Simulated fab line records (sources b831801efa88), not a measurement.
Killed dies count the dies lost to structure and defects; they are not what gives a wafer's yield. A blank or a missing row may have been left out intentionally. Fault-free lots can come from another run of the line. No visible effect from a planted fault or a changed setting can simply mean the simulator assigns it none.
A struck lot beside a sound one :: flow gf180mcu :: 25 steps out of a route of 602
Sound: these wafers, L620.1, L620.3, L620.5. Wafers L625.3, L625.5, L625.6 were the ones struck. At the end, the cause is stated.
At each step with rows: each side's tool, then ch and its chambers, then its first start. Under that, the readings that differ: sound wafers :: struck wafers :: difference of the means :: sigmas: that difference in standard deviations of wafers without a fault.
alike: words and numbers the same on both sides, and readings whose means are apart by under 2 such deviations; not compared: readings that were withheld, readings missing a value for some wafer, numbers with overlapping values and no deviation given by the record, and bounds like >300 which may hide the same value.
A row with sigmas, a row that says differs or no value, or rows on one side alone: a step with any of these is where the two part. When numbers do not overlap yet have no deviation, they are printed without sigmas and do not part them. A reading that every wafer of one side lacks parts them only if that side has two wafers or more.

first, 1 step without rows for these wafers: GF_DUAL_GATE_WET_ETCH_12 (etches SiO2 in dHF, target depth 13 nm, time 260 s).
GF_DUAL_GATE_STRIP_13: strips in O2/N2.
  sound on plasma_asher-03 ch 0,1, day 8 21:52; struck on plasma_asher-04 ch 0,1, day 10 05:54
reading: drypump_motor_current_A (A)
sound: 6.65 6.39 6.65
struck: 5.89 5.92 5.79
difference: -0.70
sigmas: -2
  alike: heater_power_w, oes_product_au, strip_time_to_endpoint_s
  not compared: rf_hours_counter_h
then, 3 steps without rows for these wafers: GF_DUAL_GATE_CLEAN_14 (cleans in SC1/SC2, time 150 s); GF_DUAL_GATE_OXIDATION_15 (stabilise 600 s, purge 300 s, target thk 7.098 nm); GF_POLY_GATE_CVD_00 (deposits poly-Si, target thk 200 nm, time 1200 s).
GF_POLY_GATE_THK_MEAS_01:
  sound on film_metro-03 at day 9 00:55; struck on film_metro-04 at day 10 08:56
  alike: POLY_GATE_CVD_00_THK
then, 6 steps without rows for these wafers: GF_POLY_GATE_DEHYDRATE_02 (time 60 s); GF_POLY_GATE_HMDS_03 (prime time 60 s); GF_POLY_GATE_COAT_04; GF_POLY_GATE_COAT_05 (resist thk 700 nm); GF_POLY_GATE_SOFTBAKE_06 (time 60 s); GF_POLY_GATE_EXPOSE_07 (exposes mask Poly2, target cd 280 nm).
GF_POLY_GATE_PEB_08: peb time 90 s.
  sound on litho_track-01 ch 0, day 9 17:13; struck on litho_track-02 ch 0, day 11 02:43
reading: heater_power_total_W (W)
sound: 85.42 85.34 85.50
struck: 90.91 91.03 90.96
difference: +5.55
sigmas: +75
then, 1 step without rows for these wafers: GF_POLY_GATE_DEVELOP_09 (develop time 60 s).
GF_POLY_GATE_CD_MEAS_10 targets a cd of 280 nm.
  sound on cd_sem-02 at day 9 17:33; struck on cd_sem-02 at day 11 03:02
reading: cd_nm (nm)
sound: 280.7 279.8 279.5
struck: 284.6 284.8 284.4
difference: +4.6
sigmas: +5
GF_POLY_GATE_OVL_MEAS_11:
  sound on overlay-01 at day 9 17:40; struck on overlay-01 at day 11 03:08
  alike: POLY_GATE_OVL
GF_POLY_GATE_ETCH_12: etches BARC in N2/H2.
  sound on rie_diel-03 ch 1,3, day 9 17:43; struck on rie_diel-04 ch 0,1, day 11 03:10
reading: model.POLY_GATE.cd_nm (nm)
sound: 278.2 278.6 277.3
struck: 285.1 285.6 284.6
difference: +7.1
sigmas: 
  alike: drypump_motor_current_A, h2_flow_sccm, oes_product_au, rf_fwd_power_W, throttle_valve_pct
GF_POLY_GATE_ETCH_13: etches poly-Si in HBr/Cl2, stops on SiO2, target depth 198.5 nm, time 69.6 s.
  sound on rie_si-02 ch 0,2, day 9 17:46; struck on rie_si-01 ch 0,1,2, day 11 03:13
reading: model.POLY_GATE.cd_nm (nm)
sound: 276.3 277 275.5
struck: 285.5 287.9 285.4
difference: +10.0
sigmas: 
  alike: drypump_motor_current_A, mfc_cl2_sccm, oes_product_au, rf_fwd_power_W, throttle_valve_pct
  not compared: rf_hours_counter_h
GF_POLY_GATE_STRIP_14: strips in O2/N2.
  sound on plasma_asher-01 ch 0,1, day 9 17:49; struck on plasma_asher-01 ch 0,1, day 11 03:18
  alike: drypump_motor_current_A, heater_power_w, oes_product_au
  not compared: rf_hours_counter_h
then, 2 steps without rows for these wafers: GF_POLY_GATE_CLEAN_15 (cleans in SC1/SC2, time 150 s); GF_POLY_GATE_OXIDATION_16 (stabilise 600 s, purge 300 s, target thk 4 nm).
GF_POLY_GATE_THK_MEAS_17:
  sound on film_metro-01 at day 9 19:28; struck on film_metro-01 at day 11 04:45
  alike: POLY_GATE_OXIDATION_THK
GF_POLY_GATE_CD_MEAS_18:
  sound on cd_sem-01 at day 9 19:32; struck on cd_sem-02 at day 11 04:57
reading: cd_nm (nm)
sound: 276.4 277.0 275.5
struck: 285.8 287.8 285.2
difference: +10.0
sigmas: +5
then, 2 steps without rows for these wafers: GF_HV_LDD_DEHYDRATE_00 (time 60 s); GF_PASSIVATION_PROBE_99.

## WHERE THEY PART
At GF_DUAL_GATE_STRIP_13 first; at GF_POLY_GATE_CD_MEAS_18 last (within this record only).

WHY: whatever the simulator had introduced
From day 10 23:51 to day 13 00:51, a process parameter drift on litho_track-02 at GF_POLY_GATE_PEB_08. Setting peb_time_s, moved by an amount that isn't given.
